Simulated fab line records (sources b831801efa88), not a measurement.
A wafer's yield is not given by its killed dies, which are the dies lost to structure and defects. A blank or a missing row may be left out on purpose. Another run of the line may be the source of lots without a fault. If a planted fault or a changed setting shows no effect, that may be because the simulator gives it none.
Which tool did it? | flow sky130 | 10 lots, 30 wafers sampled, at 7 steps of a route of 708

== WHAT THE GAUGES READ, wafer by wafer ==
SKY_LDD_LDN_OVL_MEAS_07.
lot  | measured     | on         | LDD_LDN_OVL (nm)
L430 | day 23 14:16 | overlay-01 | 4.5 2.1 2.9
L431 | day 24 17:23 | overlay-01 | 0.4 0.4 0.5
L434 | day 25 02:53 | overlay-02 | 2.3 1.5 2.9
L435 | day 27 22:41 | overlay-01 | -0.5 -1.0 -1.4
L442 | day 27 23:26 | overlay-01 | 0.9 0.4 -1.2
L438 | day 28 00:07 | overlay-02 | -0.1 0.2 -0.3
L445 | day 28 10:31 | overlay-02 | 0.9 1.5 1.1
L447 | day 29 09:42 | overlay-02 | 1.4 1.6 0.8
L449 | day 29 15:46 | overlay-02 | -0.8 -0.8 -2.1
L452 | day 30 16:26 | overlay-02 | 0.6 2.3 1.5

SKY_SPACER_THK_MEAS_01.
lot  | measured     | on            | SPACER_CVD_00_THK (nm)
L430 | day 23 16:57 | film-metro-03 | 41.9 42.4 42.1
L431 | day 24 20:34 | film-metro-04 | 42.8 43.3 43.5
L434 | day 25 04:56 | film-metro-01 | 43.3 43.6 43.4
L435 | day 28 02:10 | film-metro-03 | 43.4 42.9 42.9
L442 | day 28 02:06 | film-metro-01 | 43.4 42.9 43.4
L438 | day 28 03:20 | film-metro-01 | 42.9 42.7 42.6
L445 | day 28 12:34 | film-metro-01 | 43.3 42.8 42.8
L447 | day 29 13:11 | film-metro-03 | 43.3 43.1 43.3
L449 | day 29 18:01 | film-metro-03 | 42.9 42.7 43.5
L452 | day 30 18:30 | film-metro-04 | 42.8 42.6 42.8

SKY_SD_N_TW_MEAS_12.
lot  | measured     | on            | SD_N_TW
L430 | day 28 13:58 | film-metro-02 | 3963 3940 3964
L431 | day 29 17:02 | film-metro-03 | 4029 4035 4040
L434 | day 29 23:52 | film-metro-03 | 4017 4028 4047
L435 | day 32 17:58 | film-metro-02 | 4017 4015 3995
L442 | day 32 17:02 | film-metro-02 | 4006 3999 4003
L438 | day 32 20:57 | film-metro-04 | 3819 3807 3826 3793 3831 3836
L445 | day 33 02:44 | film-metro-04 | 3801 3806 3821 3788 3794 3799
L447 | day 34 02:23 | film-metro-02 | 4028 4025 4014
L449 | day 34 05:19 | film-metro-04 | 4032 4038 4015
L452 | day 35 05:36 | film-metro-02 | 3955 3968 3972

SKY_SD_N_RS_MEAS_16: uses a four-point probe to measure.
lot  | measured     | on            | SD_N_RS (ohm/sq)
L430 | day 28 14:14 | film-metro-03 | 68.24 68.33 68.28
L431 | day 29 17:19 | film-metro-03 | 68.39 68.31 68.33
L434 | day 30 00:10 | film-metro-02 | 68.56 68.46 68.54
L435 | day 32 18:20 | film-metro-04 | 68.54 68.45 68.74
L442 | day 32 17:20 | film-metro-04 | 68.71 68.67 68.69
L438 | day 33 00:55 | film-metro-02 | 76.52 76.27 76.60 76.40 76.36 76.55
L445 | day 33 05:36 | film-metro-04 | 76.52 76.41 76.53 76.54 76.52 76.21
L447 | day 34 02:40 | film-metro-02 | 68.37 68.40 68.37
L449 | day 34 05:37 | film-metro-04 | 68.46 68.43 68.49
L452 | day 35 05:54 | film-metro-04 | 68.58 68.66 68.65

== WHICH TOOL RAN EACH LOT (tool, then ch and the chambers of the sampled wafers, then the start) ==
lot  | SKY_POLY_CUT_ETCH_10               | SKY_SD_N_IMPLANT_09             | SKY_SD_N_STRIP_11
L430 | rie-diel-03 ch 2,3, day 24 23:36   | implanter-03 ch 0, day 28 13:34 | plasma-asher-04 ch 0,1, day 28 13:52
L431 | rie-diel-02 ch 0,1, day 26 02:06   | implanter-03 ch 0, day 29 16:38 | plasma-asher-03 ch 0,1, day 29 16:56
L434 | rie-diel-04 ch 0,1, day 26 10:02   | implanter-03 ch 0, day 29 23:29 | plasma-asher-02 ch 0,1, day 29 23:46
L435 | rie-diel-04 ch 1,2, day 29 07:08   | implanter-02 ch 0, day 32 17:37 | plasma-asher-04 ch 0,1, day 32 17:52
L442 | rie-diel-03 ch 0,2, day 29 06:57   | implanter-02 ch 0, day 32 16:38 | plasma-asher-03 ch 0,1, day 32 16:56
L438 | rie-diel-03 ch 0,1,2, day 29 08:41 | implanter-02 ch 0, day 32 20:30 | plasma-asher-03 ch 0,1, day 32 20:47
L445 | rie-diel-04 ch 0,1,2, day 29 17:35 | implanter-02 ch 0, day 33 02:21 | plasma-asher-03 ch 0,1, day 33 02:38
L447 | rie-diel-03 ch 0,1,3, day 30 17:53 | implanter-03 ch 0, day 34 01:41 | plasma-asher-02 ch 0,1, day 34 02:17
L449 | rie-diel-04 ch 0,2,3, day 30 22:03 | implanter-03 ch 0, day 34 04:56 | plasma-asher-04 ch 0,1, day 34 05:13
L452 | rie-diel-03 ch 0,3, day 31 21:50   | implanter-04 ch 0, day 35 05:13 | plasma-asher-03 ch 0,1, day 35 05:29
- SKY_POLY_CUT_ETCH_10: etches BARC in N2/H2, stops on SiO2, time 45.9 s, target depth 60 nm.
- SKY_SD_N_IMPLANT_09
- SKY_SD_N_STRIP_11: strips in O2/N2.

== WHAT THE TOOLS THEMSELVES READ (means of the sampled wafers that have a number; where no wafer has one, the mark that the record gives instead) ==
SKY_POLY_CUT_ETCH_10.
lot  | tool        | drypump-motor-current-A (A) | oes-product-au (a.u.) | rf-fwd-power-W (W) | throttle-valve-pct (%)
L430 | rie-diel-03 | 6.0                         | 0.854                 | 494.8              | 13.229
L431 | rie-diel-02 | 5.6                         | 0.857                 | 496.3              | 13.229
L434 | rie-diel-04 | 5.9                         | 0.857                 | 494.1              | 13.223
L435 | rie-diel-04 | 6.2                         | 0.854                 | 495.2              | 13.220
L442 | rie-diel-03 | 6.2                         | 0.854                 | 497.2              | 13.215
L438 | rie-diel-03 | 5.8                         | 0.850                 | 496.7              | 13.223
L445 | rie-diel-04 | 5.6                         | 0.855                 | 494.3              | 13.221
L447 | rie-diel-03 | 5.8                         | 0.860                 | 494.9              | 13.233
L449 | rie-diel-04 | 5.5                         | 0.856                 | 494.2              | 13.223
L452 | rie-diel-03 | 6.1                         | 0.852                 | 495.6              | 13.220

SKY_SD_N_IMPLANT_09.
lot  | tool         | beam-energy-keV
L430 | implanter-03 | 49.997
L431 | implanter-03 | 50.008
L434 | implanter-03 | 50.017
L435 | implanter-02 | 50.006
L442 | implanter-02 | 50.013
L438 | implanter-02 | 39.910
L445 | implanter-02 | 39.909
L447 | implanter-03 | 49.978
L449 | implanter-03 | 50.002
L452 | implanter-04 | 50.004

SKY_SD_N_STRIP_11.
lot  | tool            | drypump-motor-current-A (A) | oes-product-au (a.u.) | strip-time-to-endpoint-s (s)
L430 | plasma-asher-04 | 5.7                         | 0.524                 | 22.46
L431 | plasma-asher-03 | 6.0                         | 0.525                 | 22.46
L434 | plasma-asher-02 | 4.9                         | 0.525                 | 22.40
L435 | plasma-asher-04 | 6.0                         | 0.529                 | 22.40
L442 | plasma-asher-03 | 6.0                         | 0.527                 | 22.47
L438 | plasma-asher-03 | 5.8                         | 0.550                 | 20.89
L445 | plasma-asher-03 | 5.8                         | 0.548                 | 20.88
L447 | plasma-asher-02 | 5.1                         | 0.528                 | 22.46
L449 | plasma-asher-04 | 6.0                         | 0.526                 | 22.41
L452 | plasma-asher-03 | 6.0                         | 0.522                 | 22.40

== THE ANSWER, worked out from the rows above alone ==
Rule: the usual values come from the lots themselves. Put in order of their means at a reading, lots are off if they are a third of the lots or fewer, leave a main group of 4 or more, and stand apart from it by a gap of 3 or more times the standard deviation of the main group's means; of several such gaps the widest counts. The tables above print the reading to a certain number of digits; a main group whose means all agree to those digits is not used. Also off: a lot with no number at a reading for which 4 or more lots have one. Where the step has rows for the other lots, those lots are counted as sound. After the gauges, taken in route order, come the tools' own readings; for these a lot's mean is taken, as printed above. At the first step where some lot is off, the reading lying furthest off is the one used; lots without a number count as furthest.
Off: L438, L445, at SKY_SD_N_TW_MEAS_12 (SD_N_TW). The main group has a mean of 4006 with a standard deviation of 28.
A tool fits if, at a process step before that reading, it ran every lot that is off, and no sound lot after the first of them. Not tried: the gauges at SKY_SD_N_TW_MEAS_12; whatever is off there is also off at SKY_SD_N_IMPLANT_09, on other tools, and gauge error can't account for it. One fits: implanter-02 at SKY_SD_N_IMPLANT_09. Its last sound lot is L435 (day 32 17:37), its first lot that is off L438 (day 32 20:30): a fault that began between those two fits.
The tool's own readings at SKY_SD_N_IMPLANT_09 bear it out: on the lots that are off they differ by more than 5 times the standard deviation of the sound lots' means. beam-energy-keV reads 39.909 there against 50.003 on the sound lots.

== WHAT THE SIMULATOR HAD INSERTED ==
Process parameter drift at SKY_SD_N_IMPLANT_09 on implanter-02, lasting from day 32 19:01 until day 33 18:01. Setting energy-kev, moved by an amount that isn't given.
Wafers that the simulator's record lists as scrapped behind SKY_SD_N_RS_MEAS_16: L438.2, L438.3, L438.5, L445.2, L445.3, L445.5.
Lots struck among those shown: L438, L445. The same result came from the rule above.
